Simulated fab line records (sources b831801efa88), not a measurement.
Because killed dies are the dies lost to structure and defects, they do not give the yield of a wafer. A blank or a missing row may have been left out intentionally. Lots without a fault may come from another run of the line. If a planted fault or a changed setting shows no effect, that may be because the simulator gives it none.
Struck lot and sound lot, side by side    flow sky130    43 out of 708 route steps
Sound: wafers L592.3, L592.4, L592.6. Wafers struck: L602.2, L602.3, L602.4. The cause is given at the end.
Each step with rows lists, per side, the tool, then ch with its chambers, then its first start. Under that, the readings that differ: sound wafers    struck wafers    difference of the means    sigmas: that difference in standard deviations of wafers without a fault.
alike: readings with means less than 2 such deviations apart, plus words and numbers identical on both sides. not compared: withheld readings, readings lacking a value on some wafer, bounds such as >300 that could conceal the same value, and numbers that have no deviation in the record and whose values overlap.
Wherever a step has rows on one side only, a row that says differs or no value, or a row with sigmas, the two part there. When numbers do not overlap yet have no deviation, they are printed without sigmas and do not part them. Lack of a reading on every wafer of one side parts them only where that side has two or more wafers.

SKY_CONTACT_CMP_04: polishes SiO2.
  sound on cmp-02 ch 0,1,2, day 34 02:49; struck on cmp-02 ch 0,1,2, day 36 12:07
  alike: motor-current-A, time-to-endpoint-s
SKY_CONTACT_BOW_MEAS_05:
  sound on film-metro-04, day 34 03:10; struck on film-metro-02, day 36 12:26
  alike: CONTACT_BOW
then, 8 steps without rows for these wafers: SKY_CONTACT_DEHYDRATE_06 (time 60 s); SKY_CONTACT_HMDS_07 (prime time 60 s); SKY_CONTACT_COAT_08 (resist thk 60 nm); SKY_CONTACT_COAT_09 (resist thk 444.6 nm); SKY_CONTACT_SOFTBAKE_10 (time 90 s); SKY_CONTACT_EXPOSE_11 (exposes mask CTM1, target cd 170 nm); SKY_CONTACT_PEB_12; SKY_CONTACT_DEVELOP_13 (develop time 60 s).
SKY_CONTACT_CD_MEAS_14: target cd 170 nm.
  sound on cd-sem-01, day 35 05:40; struck on cd-sem-01, day 37 14:09
  alike: cd-nm
SKY_CONTACT_OVL_MEAS_15:
  sound on overlay-02, day 35 05:46; struck on overlay-01, day 37 14:16
  alike: CONTACT_OVL
SKY_CONTACT_ETCH_16: etches BARC in N2/H2, stops on SiO2, time 45.9 s, target depth 60 nm.
  sound on rie-diel-02 ch 0,2,3, day 35 05:47; struck on rie-diel-04 ch 1,3, day 37 14:17
  alike: drypump-motor-current-A, oes-product-au, throttle-valve-pct
  not compared: rf-hours-counter-h
then, 2 steps without rows for these wafers: SKY_CONTACT_ETCH_17 (etches SiO2 in C4F8/O2/Ar, stops on Si3N4, target depth 340 nm); SKY_CONTACT_ETCH_18 (etches Si3N4 in CHF3/O2, stops on TiN, time 39 s, target depth 75 nm).
SKY_CONTACT_STRIP_19: strips in O2/N2.
  sound on plasma-asher-02 ch 0,1, day 35 05:57; struck on plasma-asher-04 ch 0,1, day 37 14:25
  alike: drypump-motor-current-A, o2-flow-sccm, oes-product-au, strip-time-to-endpoint-s
  not compared: rf-hours-counter-h
then, 5 steps without rows for these wafers: SKY_CONTACT_STRIP_20 (strips in post etch residue remover, time 1200 s); SKY_CONTACT_CLEAN_21 (cleans in IPA, time 180 s); SKY_CONTACT_CLEAN_22 (cleans in O3/DIW); SKY_CONTACT_SPUTTER_23 (material TiN, target thk 20 nm, time 80 s); SKY_CONTACT_CVD_24 (deposits W, target thk 340 nm, time 102.12 s).
SKY_CONTACT_RS_MEAS_25: uses a four-point probe to measure.
  sound on film-metro-02, day 35 06:46; struck on film-metro-01, day 37 15:12
  alike: CONTACT_W_RS
SKY_CONTACT_THK_MEAS_26: measures by xrf.
  sound on film-metro-02, day 35 06:52; struck on film-metro-01, day 37 15:19
  alike: CONTACT_W_THK
SKY_CONTACT_CMP_27: polishes, stops on SiO2, t overpolish 15 s, target thk 0 nm.
  sound on cmp-02 ch 1,3, day 35 06:57; struck on cmp-02 ch 1,2,3, day 37 15:22
  alike: motor-current-A, overpolish-run-s, time-to-endpoint-s
then, 1 step without rows for these wafers: SKY_METAL1_SPUTTER_00 (material Ti, target thk 15 nm, time 10 s).
SKY_METAL1_SPUTTER_01: material TiN, target thk 20 nm, time 16.7 s.
  sound on pvd-sputter-02, day 35 07:14; struck on pvd-sputter-02, day 37 15:41
  alike: throttle-valve-pct
then, 1 step without rows for these wafers: SKY_METAL1_SPUTTER_02 (material AlCu, target thk 250 nm, time 13.3 s).
SKY_METAL1_SPUTTER_03: material Ti, target thk 5 nm, time 3.3 s.
  sound on pvd-sputter-02, day 35 07:17; struck on pvd-sputter-02, day 37 15:44
  alike: throttle-valve-pct
then, 1 step without rows for these wafers: SKY_METAL1_SPUTTER_04 (material TiN, target thk 70 nm, time 58.3 s).
SKY_METAL1_RS_MEAS_05: uses a four-point probe to measure.
  sound on film-metro-03, day 35 07:23; struck on film-metro-02, day 37 15:49
  alike: METAL1_ALCU_RS
SKY_METAL1_THK_MEAS_06: measures by xrf.
  sound on film-metro-03, day 35 07:29; struck on film-metro-02, day 37 15:56
  alike: METAL1_ALCU_THK
then, 8 steps without rows for these wafers: SKY_METAL1_DEHYDRATE_07 (time 60 s); SKY_METAL1_HMDS_08 (prime time 60 s); SKY_METAL1_COAT_09 (resist thk 60 nm); SKY_METAL1_COAT_10 (resist thk 450 nm); SKY_METAL1_SOFTBAKE_11 (time 90 s); SKY_METAL1_EXPOSE_12 (exposes mask MM1, target cd 140 nm); SKY_METAL1_PEB_13; SKY_METAL1_DEVELOP_14 (develop time 60 s).
SKY_METAL1_CD_MEAS_15: target cd 140 nm.
  sound on cd-sem-01, day 36 09:43; struck on cd-sem-01, day 38 17:20
  alike: cd-nm
SKY_METAL1_OVL_MEAS_16:
  sound on overlay-02, day 36 09:48; struck on overlay-01, day 38 17:26
  alike: METAL1_OVL
then, 1 step without rows for these wafers: SKY_METAL1_DESCUM_17 (chemistry O2, time 8 s).
-- the record jumps here: 12 days lie between the struck wafers' starts before and after (it left off in module METAL1 and takes up again in module PAD_OPEN, whose first step shown is number 708 of the route) --
SKY_PAD_OPEN_PROBE_99:
  the record has rows for the struck wafers here (prober-02, day 50 06:19) and none for the sound ones

== WHERE THEY PART ==
Only at SKY_PAD_OPEN_PROBE_99, as far as this record shows.

WHY: whatever the simulator had introduced
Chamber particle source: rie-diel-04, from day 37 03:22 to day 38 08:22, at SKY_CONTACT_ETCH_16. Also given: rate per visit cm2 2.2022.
